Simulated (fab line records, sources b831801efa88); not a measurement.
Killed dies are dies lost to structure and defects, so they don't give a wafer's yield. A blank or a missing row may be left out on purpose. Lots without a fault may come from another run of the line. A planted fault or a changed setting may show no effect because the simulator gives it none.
Tool commonality check | flow sky130 | 11 lots, 33 wafers sampled

WHY IT WAS OPENED
At SKY_DNWELL_TW_MEAS_09 the reading DNWELL_TW is flagged on 4 of 11 lots. Wafers without a fault read 1113, standard deviation 9.3.
Rule: a lot is flagged when every wafer of it that has a number lies more than 4 standard deviations from that mean, or none has a number. The other lots count as sound.

lot  | measured    | on            | DNWELL_TW, wafer by wafer | flag
L812 | day 3 14:27 | film_metro-04 | 1140 1133 1128            |
L813 | day 3 14:49 | film_metro-04 | 1135 1132 1125            |
L814 | day 3 21:16 | film_metro-03 | 1110 1116 1111            |
L815 | day 3 21:40 | film_metro-03 | 1107 1103 1112            |
L816 | day 4 03:32 | film_metro-01 | 1109 1114 1110            |
L817 | day 4 08:03 | film_metro-03 | 1097 1108 1102            |
L819 | day 4 17:42 | film_metro-01 | 1102 1103 1107            |
L818 | day 4 19:55 | film_metro-03 | 361 360 360               | FLAGGED
L820 | day 5 00:11 | film_metro-03 | 363 361 365               | FLAGGED
L821 | day 5 06:45 | film_metro-01 | 359 358 359               | FLAGGED
L822 | day 5 11:16 | film_metro-03 | 357 358 358               | FLAGGED
The numbers of the flagged lots are 360 on average: -753 against the usual, or -81 standard deviations.

WHICH TOOL RAN EACH LOT
The record holds 1 process step before the reading, out of a route of 708 steps. In each cell: the tool, then ch and the chambers that the sampled wafers went through, then the start.
lot  | flag    | SKY_DNWELL_IMPLANT_07
L812 |         | implanter-02 ch 0, day 3 14:12
L813 |         | implanter-04 ch 0, day 3 14:34
L814 |         | implanter-04 ch 0, day 3 21:02
L815 |         | implanter-04 ch 0, day 3 21:25
L816 |         | implanter-02 ch 0, day 4 03:18
L817 |         | implanter-02 ch 0, day 4 07:48
L819 |         | implanter-04 ch 0, day 4 17:27
L818 | FLAGGED | implanter-04 ch 0, day 4 19:41
L820 | FLAGGED | implanter-04 ch 0, day 4 23:56
L821 | FLAGGED | implanter-02 ch 0, day 5 06:30
L822 | FLAGGED | implanter-04 ch 0, day 5 11:01
What these steps do:
- SKY_DNWELL_IMPLANT_07
- SKY_DNWELL_TW_MEAS_09

FLAGGED OVER TOTAL, TOOL BY TOOL (the gauges that took the reading come last)
step                  | tool          | lots run | flagged | share of the flagged lots | sound lots run after its first flagged lot
SKY_DNWELL_IMPLANT_07 | implanter-02  | 4        | 1       | some                      | 0
SKY_DNWELL_IMPLANT_07 | implanter-04  | 7        | 3       | some                      | 0
SKY_DNWELL_TW_MEAS_09 | film_metro-01 | 3        | 1       | some                      | 0
SKY_DNWELL_TW_MEAS_09 | film_metro-03 | 6        | 3       | some                      | 0
SKY_DNWELL_TW_MEAS_09 | film_metro-04 | 2        | 0       | none                      | -

WHAT THE TABLE ALLOWS
No row of the table ran every flagged lot.

WHAT THE SIMULATOR HAD PUT IN
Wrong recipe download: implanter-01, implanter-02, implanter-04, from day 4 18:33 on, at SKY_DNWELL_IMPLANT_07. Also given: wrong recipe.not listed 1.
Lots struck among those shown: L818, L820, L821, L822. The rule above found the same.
